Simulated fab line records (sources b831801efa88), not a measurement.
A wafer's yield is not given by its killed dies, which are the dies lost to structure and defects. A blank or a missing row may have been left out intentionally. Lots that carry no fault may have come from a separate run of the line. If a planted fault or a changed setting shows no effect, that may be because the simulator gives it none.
Split-lot trial    flow gf180mcu    5 lots, 27 wafers read, on a route of 602 steps

## ON THE SPLIT
At GF_SAB_DEVELOP_08 (develop time 60 s), the setting developTimeS was moved away from the recipe's 60 s on 6 of the 27 wafers read, by +20.5% to +22.0%. For the rest of the wafers, this setting stayed at what the recipe calls for.

There is no step in the file separating the split from the reading.

## THE READING
cdNm at GF_SAB_CD_MEAS_09, given in nm (cd target 420 nm). On this fab line, fault-free wafers typically give 419.3 nm with a standard deviation of 1.9 nm.

wafer   tool, chamber at the split  developTimeS as run, s  against the recipe  cdNm, nm  against lot-mates on the recipe
L077.1  lithoTrack-03, 0            60                      recipe              422.3     -
L077.2  lithoTrack-03, 0            60                      recipe              421.1     -
L077.3  lithoTrack-03, 0            60                      recipe              420.5     -
L077.4  lithoTrack-03, 0            60                      recipe              421.8     -
L077.5  lithoTrack-03, 0            60                      recipe              421.6     -
L077.6  lithoTrack-03, 0            60                      recipe              421.4     -
L076.1  lithoTrack-02, 0            60                      recipe              418.9     -
L076.2  lithoTrack-02, 0            72.31                   +20.5%              400.7     -17.1
L076.3  lithoTrack-02, 0            72.31                   +20.5%              400.8     -17.0
L076.4  lithoTrack-02, 0            72.31                   +20.5%              401.7     -16.1
L076.5  lithoTrack-02, 0            60                      recipe              417.5     -
L076.6  lithoTrack-02, 0            60                      recipe              417.0     -
L081.1  lithoTrack-01, 0            60                      recipe              418.8     -
L081.2  lithoTrack-01, 0            60                      recipe              421.4     -
L081.3  lithoTrack-01, 0            60                      recipe              418.2     -
L081.4  lithoTrack-01, 0            73.19                   +22.0%              401.5     -18.0
L081.5  lithoTrack-01, 0            73.19                   +22.0%              399.9     -19.6
L081.6  lithoTrack-01, 0            73.19                   +22.0%              402.3     -17.2
L080.1  lithoTrack-01, 0            60                      recipe              418.7     -
L080.3  lithoTrack-01, 0            60                      recipe              421.0     -
L080.4  lithoTrack-01, 0            60                      recipe              422.2     -
L084.1  lithoTrack-01, 0            60                      recipe              416.1     -
L084.2  lithoTrack-01, 0            60                      recipe              418.6     -
L084.3  lithoTrack-01, 0            60                      recipe              418.4     -
L084.4  lithoTrack-01, 0            60                      recipe              418.8     -
L084.5  lithoTrack-01, 0            60                      recipe              418.1     -
L084.6  lithoTrack-01, 0            60                      recipe              417.5     -

THE FIT
A straight line over all 27 wafers: cdNm changes by -0.863 nm for each +1% of developTimeS; r = -0.98; the points scatter about the line by 1.8 nm.
The same after taking each lot's own level away (the mean of its wafers on the recipe; 27 wafers): -0.823 nm for each +1%; r = -0.99; scatter 0.99 nm.
According to that fit, moving developTimeS by its largest amount changes the reading by 18 nm.
The span of the lots' own levels, 417.80 to 421.45 nm, comes to 1.9 times the standard deviation stated above.
Consequently the slope shifts little with the lot-to-lot level, the two slopes agreeing.
Check: -18.1 nm against its lot-mates is what the line predicts for one of the wafers moved furthest among these (+22.0%) when that wafer is left out of the fit. Against them it came out at -18 nm.

## THESE WAFERS: OTHER SPLITS
These wafers also went through other splits before the reading. Each is held against what the fit with the lots' levels taken away leaves over:
other split on the same wafers     wafers away from the commonest value  r with cdNm (lot level and that fit taken away)
GF_DUAL_GATE_OXIDATION_02 oxTimeS  21                                    -0.04
GF_POLY_GATE_ETCH_13 timeS         9                                     +0.07

## THE WHOLE CHAIN: every reading that the file lists as answering this split, in the file's order
step               what it does                                               reading                                                    change (the file's fit)                r (the file's)
GF_SAB_CD_MEAS_09  target cd 420 nm                                           cdNm                                                       -0.824 nm for each +1% of the setting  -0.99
GF_SAB_ETCH_11     etches SiO2 in C4F8/O2/Ar, target depth 55 nm, time 8.5 s  SAB.cdNm (the simulator's own value, which no gauge read)  -0.815 nm for each +1% of the setting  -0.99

## FILE'S OWN FIT
cdNm changes by -0.824 nm for each +1% of developTimeS, r = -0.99.
